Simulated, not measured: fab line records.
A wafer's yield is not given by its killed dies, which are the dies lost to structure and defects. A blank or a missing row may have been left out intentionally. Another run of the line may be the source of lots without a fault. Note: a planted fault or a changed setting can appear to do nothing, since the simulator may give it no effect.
Which tool is to blame? | flow gf180mcu | 36 wafers from 12 lots sampled at 3 of the route's 602 steps

## WHAT THE GAUGES SHOWED, per wafer
GF_V5_THK_MEAS_01. Usual: V5_CVD_00_THK gives 300 nm (standard deviation 3.2).
lot  | measured     | on            | V5_CVD_00_THK (nm) | flag
L717 | day 26 10:51 | film-metro-02 | 304 305 303        |
L718 | day 26 21:34 | film-metro-02 | 300 297 298        |
L719 | day 27 03:40 | film-metro-02 | 304 297 301        |
L720 | day 27 12:55 | film-metro-04 | 304 302 304        |
L722 | day 28 03:32 | film-metro-01 | 299 298 298        |
L723 | day 28 18:46 | film-metro-01 | 297 298 302        |
L729 | day 30 07:13 | film-metro-01 | 300 300 303        |
L731 | day 30 19:31 | film-metro-02 | 303 299 299        |
L732 | day 30 23:34 | film-metro-01 | 303 305 302        |
L733 | day 31 02:11 | film-metro-02 | 297 304 300        |
L735 | day 31 19:42 | film-metro-02 | 295 294 293        |
L737 | day 32 07:32 | film-metro-02 | 297 294 297        |

GF_V5_RS_MEAS_24: measurement is done with a four-point probe. Usual: V5_W_RS gives 0.3289 ohm/sq (standard deviation 0.003).
lot  | measured     | on            | V5_W_RS (ohm/sq)     | flag
L717 | day 27 09:40 | film-metro-04 | 0.3298 0.3237 0.3280 |
L718 | day 27 19:25 | film-metro-02 | 0.3270 0.3234 0.3255 |
L719 | day 28 02:02 | film-metro-01 | 0.3291 0.3322 0.3257 |
L720 | day 28 10:28 | film-metro-02 | 0.3291 0.3359 0.3289 |
L722 | day 29 00:40 | film-metro-02 | 0.3296 0.3284 0.3289 |
L723 | day 29 15:46 | film-metro-02 | 0.3296 0.3309 0.3286 |
L729 | day 31 03:38 | film-metro-02 | 0.3335 0.3326 0.3357 |
L731 | day 31 14:37 | film-metro-02 | 0.3355 0.3313 0.3342 |
L732 | day 31 19:31 | film-metro-02 | 0.3338 0.3343 0.3352 |
L733 | day 31 21:23 | film-metro-02 | 0.3267 0.3253 0.3247 |
L735 | day 32 14:06 | film-metro-02 | 0.3247 0.3274 0.3285 |
L737 | day 33 01:55 | film-metro-02 | 0.3309 0.3242 0.3341 |

## WHICH TOOL RAN EACH LOT (tool, then ch and the chambers of the sampled wafers, then the start)
lot  | GF_V5_STRIP_18
L717 | plasma-asher-04 ch 0,1, day 27 08:55
L718 | plasma-asher-02 ch 0,1, day 27 18:41
L719 | plasma-asher-04 ch 0,1, day 28 01:16
L720 | plasma-asher-01 ch 0,1, day 28 09:43
L722 | plasma-asher-04 ch 0,1, day 28 23:56
L723 | plasma-asher-02 ch 0,1, day 29 15:02
L729 | plasma-asher-04 ch 0,1, day 31 02:52
L731 | plasma-asher-02 ch 0,1, day 31 13:52
L732 | plasma-asher-01 ch 0,1, day 31 18:41
L733 | plasma-asher-04 ch 0,1, day 31 20:38
L735 | plasma-asher-02 ch 0,1, day 32 13:21
L737 | plasma-asher-01 ch 0,1, day 33 01:10
- GF_V5_STRIP_18: strips in O2/N2.

## WHAT THE TOOLS THEMSELVES READ (means of the sampled wafers that have a number; where no wafer has one, the mark that the record gives instead)
GF_V5_STRIP_18. Usual: drypump-motor-current-A 5.6 A, standard deviation 0.5; heater-power-w 321 W, standard deviation 37; oes-product-au 0.568 a.u., standard deviation 0.0052; platen-temp-c 249.98 C, standard deviation 0.19.
lot  | tool            | drypump-motor-current-A (A) | heater-power-w (W) | oes-product-au (a.u.) | platen-temp-c (C) | flag
L717 | plasma-asher-04 | 5.9                         | 319                | 0.568                 | 250.03            |
L718 | plasma-asher-02 | 5.8                         | 327                | 0.565                 | 249.96            |
L719 | plasma-asher-04 | 5.9                         | 317                | 0.565                 | 250.03            |
L720 | plasma-asher-01 | 5.5                         | 312                | 0.570                 | 249.93            |
L722 | plasma-asher-04 | 6.0                         | 353                | 0.564                 | 249.82            |
L723 | plasma-asher-02 | 5.8                         | 327                | 0.567                 | 249.79            |
L729 | plasma-asher-04 | 5.9                         | 321                | 0.575                 | 249.99            |
L731 | plasma-asher-02 | 5.3                         | 301                | 0.572                 | 249.95            |
L732 | plasma-asher-01 | 5.6                         | 329                | 0.575                 | 249.93            |
L733 | plasma-asher-04 | 6.0                         | 339                | 0.567                 | 249.97            |
L735 | plasma-asher-02 | 5.3                         | 296                | 0.570                 | 249.91            |
L737 | plasma-asher-01 | 5.5                         | 309                | 0.568                 | 250.01            |

## THE ANSWER, worked out from the rows above alone
Rule: lot off if the mean of its wafers having a number is beyond 3 standard deviations from the usual mean. Also off: a lot with no number at a reading for which 4 or more lots have one. The other lots that the step has rows for count as sound. Order of review: gauges by route order, followed by the tools' own readings, for which a lot's mean as printed above is used. At the first step where some lot is off, the reading lying furthest off is the one used; lots without a number count as furthest.
Nothing can be told from this: no lot is off at any reading shown.

## WHAT THE SIMULATOR PUT IN
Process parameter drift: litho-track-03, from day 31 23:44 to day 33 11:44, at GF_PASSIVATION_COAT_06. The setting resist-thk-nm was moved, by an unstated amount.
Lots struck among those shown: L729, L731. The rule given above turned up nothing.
